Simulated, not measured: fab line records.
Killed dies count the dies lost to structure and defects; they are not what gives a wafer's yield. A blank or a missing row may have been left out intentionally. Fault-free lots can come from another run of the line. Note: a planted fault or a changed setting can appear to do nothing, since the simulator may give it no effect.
Code-filled problem report in 8D (eight disciplines) form / flow gf180mcu / the parts of the form that need people (team, actions taken, sign-off) are left out

## 1. WHAT WENT WRONG
At GF_POLY_GATE_ETCH_13, bias-w averages 109.90 W over 6 wafers from 2 lots, while fault-free wafers read 100.00 W, standard deviation 0.29. That puts it +34 standard deviations away from the usual mean.
The step: etches poly-Si in HBr/Cl2, stops on SiO2, target depth 198.5 nm, time 69.6 s.
First observed at day 15 19:31: wafer L311.1, on rie-si-02. The record has a number at this step for 39 wafers belonging to 13 lots. By rule, "out" or "out of limits" means more than 4 standard deviations away from the usual mean. The other wafers with a number count as sound.

## 2. WHAT IT IS AND WHAT IT IS NOT
question=which readings at this step; is=bias-w; is not=drypump-motor-current-A, oes-product-au, throttle-valve-pct
question=which lots; is=L311, L312; is not=L289, L290, L291, L292, L293, L294, L295, L296, L297, L299, L300
question=which wafers of those lots; is=all that have a number; is not=-
question=read on which tools; is=rie-si-02; is not=rie-si-01
question=when; is=from day 15 19:31; is not=up to then (33 sound wafers)

## 3. SUSPECTS, AND WHAT RULES EACH OUT
Counting: a tool stays on the suspect list if, at a process step up to the reading, it processed all lots that are out and no sound lot following the first of them.
- plasma-asher-02 at GF_MVPSD_STRIP_10 (strips in O2/N2): kept. Every lot that is out went through it, starting with L311 (day 10 12:23), and after that it ran no sound lot; the last sound lot it ran before then is L300 (day 7 19:55).
- rie-si-02 at GF_POLY_GATE_ETCH_13 (etches poly-Si in HBr/Cl2, stops on SiO2, target depth 198.5 nm, time 69.6 s): kept. Every lot that is out went through it, starting with L311 (day 15 19:31), and after that it ran no sound lot; the last sound lot it ran before then is L300 (day 12 13:19). Its own bias-w readings are out on those wafers.
After counting, plasma-asher-02 at GF_MVPSD_STRIP_10 and rie-si-02 at GF_POLY_GATE_ETCH_13 remain.

## 4. THE CAUSE (what the simulator had put in)
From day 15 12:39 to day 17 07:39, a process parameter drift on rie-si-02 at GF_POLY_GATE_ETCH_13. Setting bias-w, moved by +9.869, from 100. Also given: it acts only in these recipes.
2 suspects survive the count, and this tool is in that group.

## 5. SEQUENCE OF EFFECTS, ordered by route
Each row: a reading where the mean over the struck wafers with a number is more than 3 standard deviations away from the usual. Scope: only readings with a usual standard deviation given in the record; hours: median across lots of the time from each lot's start at the first step in this table that gives one to its start at this step; sigmas: change in usual standard deviations.
hours=0; step=GF_POLY_GATE_ETCH_13; reading=bias-w; usual=100.00 W; on struck wafers=109.90; change=+9.90; sigmas=+34
Process steps it contains:
- GF_POLY_GATE_ETCH_13: etches poly-Si in HBr/Cl2, stops on SiO2, target depth 198.5 nm, time 69.6 s.
Later measuring or inspecting steps at which every struck wafer that the step has a row for has a number for every such reading, and none has moved that far: GF_HV_LDD_OVL_MEAS_08.

## 6. WHAT WOULD HAVE CAUGHT IT SOONER
7 hours passed between the start of the fault at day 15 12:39 and the first reading out of limits in this record, taken at day 15 19:31.
